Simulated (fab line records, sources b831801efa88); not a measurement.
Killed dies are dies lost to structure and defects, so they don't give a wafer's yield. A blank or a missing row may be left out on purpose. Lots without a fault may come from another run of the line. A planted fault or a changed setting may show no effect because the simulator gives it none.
A struck lot beside a sound one | flow sky130 | 16 steps out of a route of 708
Sound: wafers L898.1, L898.3, L898.4. Struck: wafers L906.2, L906.5. The cause comes at the end.
At each step with rows: each side's tool, then ch and its chambers, then its first start. Under that, the readings that differ: sound wafers | struck wafers | difference of the means | sigmas: that difference in standard deviations of wafers without a fault.
alike: readings whose means differ by less than 2 such deviations, and words and numbers that are the same on both sides. not compared: withheld readings, readings that some wafer has no value for, bounds like >300 that may hide the same value, and numbers for which the record gives no deviation and whose values overlap.
The two part at a step that has a row with sigmas, a row that says differs or no value, or rows on one side only. Numbers that don't overlap but have no deviation are shown without sigmas and don't part them. A reading that every wafer of one side lacks parts them only if that side has two wafers or more.

first, 2 steps without rows for these wafers: SKY_METAL3_PEB_11; SKY_METAL3_DEVELOP_12 (develop time 60 s).
SKY_METAL3_CD_MEAS_13: target cd 300 nm.
  sound on cd_sem-01, day 39 20:33; struck on cd_sem-01, day 42 11:52
  alike: cd_nm
SKY_METAL3_OVL_MEAS_14:
  sound on overlay-01, day 39 20:40; struck on overlay-02, day 42 11:58
  alike: METAL3_OVL
SKY_METAL3_DESCUM_15: chemistry O2, time 8 s.
  sound on rie_metal-03 ch 0,1, day 39 20:42; struck on rie_metal-03 ch 0,1, day 42 12:00
  alike: drypump_motor_current_A, oes_product_au
  not compared: rf_hours_counter_h
then, 1 step without rows for these wafers: SKY_METAL3_ETCH_16 (etches BARC in N2/H2, stops on SiO2, time 88.2 s, target depth 60 nm).
SKY_METAL3_ETCH_17: etches SiO2 in C4F8/O2/Ar, stops on TiN, time 3.9 s, target depth 15 nm.
  sound on rie_diel-01 ch 0,1,3, day 39 20:50; struck on rie_diel-04 ch 0, day 42 12:08
  alike: oes_product_au
  not compared: rf_hours_counter_h
SKY_METAL3_METAL_ETCH_18: etches the open film in Cl2/BCl3, stops on SiO2, target depth 845 nm, time 183.1 s.
  sound on rie_metal-04 ch 0,1, day 39 20:51; struck on rie_metal-04 ch 0,1, day 42 12:09
  alike: drypump_motor_current_A, oes_product_au, throttle_valve_pct
  not compared: rf_hours_counter_h
SKY_METAL3_STRIP_19: strips in O2/N2.
  sound on plasma_asher-04 ch 0,1, day 39 21:02; struck on plasma_asher-04 ch 1, day 42 12:20
  alike: drypump_motor_current_A, oes_product_au, strip_time_to_endpoint_s
  not compared: rf_hours_counter_h
then, 3 steps without rows for these wafers: SKY_METAL3_STRIP_20 (strips in post etch residue remover, time 1200 s); SKY_METAL3_CLEAN_21 (cleans in IPA, time 180 s); SKY_METAL3_CLEAN_22 (cleans in O3/DIW).
SKY_VIA3_HDPCVD_00: deposits SiO2, target thk 1635 nm, time 272.5 s.
  sound on hdpcvd-01 ch 0,2, day 39 21:43; struck on hdpcvd-01 ch 0,2, day 42 12:55
  reading                                  | sound             | struck      | difference | sigmas
  run_length_s (s)                         | 300.8 300.4 300.0 | 251.8 251.0 | -49.0      | -87
  model.SiO2_of_VIA3_HDPCVD_00.thk_nm (nm) | 1644 1600 1607    | 1311 1331   | -296       |
SKY_VIA3_THK_MEAS_01:
  sound on film_metro-03, day 39 21:53; struck on film_metro-03, day 42 13:06
  reading              | sound          | struck    | difference | sigmas
  VIA3_HDPCVD_THK (nm) | 1644 1600 1608 | 1312 1331 | -296       | -15
SKY_VIA3_CMP_02: polishes SiO2.
  sound on cmp-02 ch 0,1,3, day 39 22:10; struck on cmp-02 ch 3, day 42 13:12
  alike: motor_current_A, slurry_flow_ml_min
then, 1 step without rows for these wafers: SKY_PAD_OPEN_PROBE_99.

WHERE THEY PART
First at SKY_VIA3_HDPCVD_00; last, within this record, at SKY_VIA3_THK_MEAS_01. Later steps at which nothing parts them and some readings are alike: SKY_VIA3_CMP_02.

WHY: what the simulator had put in
Process parameter drift: hdpcvd-01, from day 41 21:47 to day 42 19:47, at SKY_VIA3_HDPCVD_00. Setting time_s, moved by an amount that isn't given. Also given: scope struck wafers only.
